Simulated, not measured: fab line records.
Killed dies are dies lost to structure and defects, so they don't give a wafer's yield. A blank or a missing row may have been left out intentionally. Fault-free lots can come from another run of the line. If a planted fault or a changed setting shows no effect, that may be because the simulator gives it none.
Matching of chambers | flow gf180mcu | GF_V1_CMP_26 on cmp-01: 4 sister chambers
The step polishes, stops on SiO2, t overpolish 15 s, target thk 0 nm. 4 wafers are shown with their chamber, then 6 later ones without.

== WAFERS WITH THEIR CHAMBER ==
wafer  | chamber | motor_current_A (A)
L238.6 | 1       | 12.3
L244.1 | 2       | 13.5
L244.4 | 3       | 11.5
L244.5 | 0       | 14.8

== WAFERS WITH NO CHAMBER GIVEN ==
wafer  | motor_current_A (A)
L246.3 | 11.2
L246.4 | 13.9
L246.5 | 14.1
L247.1 | 12.1
L247.2 | 13.7
L247.3 | 11.9

== EACH ONE'S CHAMBER ==
wafer  | from the rows above     | in truth
L246.3 | 3                       | 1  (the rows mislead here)
L246.4 | can't be placed: 2 or 0 | 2
L246.5 | can't be placed: 2 or 0 | 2
L247.1 | can't be placed: 1 or 3 | 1
L247.2 | 2                       | 2
L247.3 | can't be placed: 1 or 3 | 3
1 of 6 placed correctly. Unplaceable from these rows: 4, with the true chamber sitting among the candidates in 4. Number placed wrongly: 1.
How it was worked out, from the rows above alone: a wafer's distance from a chamber is the root of the sum, over the readings, of the square of ((its reading less the chamber's mean) divided by the reading's scatter). The wafer belongs to the nearest chamber; if the next one is less than 2 further off, it can't be placed. The mean given for a chamber averages the wafers shown for that chamber. The scatter: with one shown wafer a chamber, the root of the mean of the squares of how far each hidden wafer lies from its nearest shown one.
